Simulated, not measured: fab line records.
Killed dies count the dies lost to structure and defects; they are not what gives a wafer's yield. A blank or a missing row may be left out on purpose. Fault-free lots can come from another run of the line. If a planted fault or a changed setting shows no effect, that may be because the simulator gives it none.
Struck lot and sound lot, side by side -- flow gf180mcu -- 15 steps out of a route of 602
Sound: wafers L923.4, L923.5, L923.6. Struck: wafer L918.6 (left out: L918.4, L918.5 of the same lot, which were not struck); the cause appears at the end.
Each step with rows lists, per side, the tool, then ch with its chambers, then its first start. Under that, the readings that differ: sound wafers -- struck wafers -- difference of the means -- sigmas: that difference in standard deviations of wafers without a fault.
alike: readings with means less than 2 such deviations apart, plus words and numbers identical on both sides. not compared: withheld readings, readings lacking a value on some wafer, bounds such as >300 that could conceal the same value, and numbers that have no deviation in the record and whose values overlap.
The two part at a step that has a row with sigmas, a row that says differs or no value, or rows on one side only. Numbers that have no deviation but don't overlap get no sigmas and don't part them. Lack of a reading on every wafer of one side parts them only where that side has two or more wafers.

first, 5 steps without rows for these wafers: GF_V3_COAT_09 (resist thk 1000 nm); GF_V3_SOFTBAKE_10 (time 60 s); GF_V3_EXPOSE_11 (exposes mask Via3, target cd 260 nm); GF_V3_PEB_12 (peb time 90 s); GF_V3_DEVELOP_13 (develop time 60 s).
GF_V3_CD_MEAS_14: the cd target is 260 nm.
  sound on cd sem-02 at day 28 23:38; struck on cd sem-02 at day 27 11:05
  alike: cd nm
GF_V3_OVL_MEAS_15:
  sound on overlay-01 at day 28 23:43; struck on overlay-01 at day 27 11:10
  alike: V3_OVL
GF_V3_ETCH_16: etches BARC in N2/H2.
  sound on rie diel-02 ch 0,1, day 28 23:44; struck on rie diel-02 ch 1, day 27 11:13
  alike: drypump motor current A, oes product au, rf fwd power W, throttle valve pct
GF_V3_ETCH_17: etches SiO2 in C4F8/O2/Ar, stops on TiN, target depth 635 nm.
  sound on rie diel-02 ch 0,1; struck on rie diel-02 ch 1
  alike: oes product au, rf fwd power W
GF_V3_STRIP_18: strips in O2/N2.
  sound on plasma asher-01 ch 0,1, day 28 23:54; struck on plasma asher-01 ch 0, day 27 11:21
  alike: drypump motor current A, heater power w, oes product au
  not compared: rf hours counter h
then, 2 steps without rows for these wafers: GF_V3_STRIP_19 (strips in post etch residue remover, time 1200 s); GF_V3_CLEAN_20 (cleans in DIW).
GF_V3_SPUTTER_21: material Ti, target thk 15 nm, time 80.02 s.
  sound on pvd sputter-02 at day 29 00:31; struck on pvd sputter-01 at day 27 11:51
reading,sound,struck,difference,sigmas
model.Ti_of_V3_SPUTTER_21.thk nm (nm),15.21 15.32 15.21,13.36,-1.89,
  alike: throttle valve pct
GF_V3_SPUTTER_22: material TiN, target thk 10 nm, time 40 s.
  sound on pvd sputter-02 at day 29 00:34; struck on pvd sputter-01 at day 27 11:55
  alike: throttle valve pct
-- the record jumps here: 6 days lie between the struck wafers' starts before and after (it left off in module V3 and takes up again in module PASSIVATION, whose first step shown is number 602 of the route) --
GF_PASSIVATION_PROBE_99:
  record: rows for the struck wafers here (prober-02, day 33 07:07), none for the sound ones

WHERE THEY PART
Only at GF_PASSIVATION_PROBE_99, within this record.

WHY: the cause the simulator had injected
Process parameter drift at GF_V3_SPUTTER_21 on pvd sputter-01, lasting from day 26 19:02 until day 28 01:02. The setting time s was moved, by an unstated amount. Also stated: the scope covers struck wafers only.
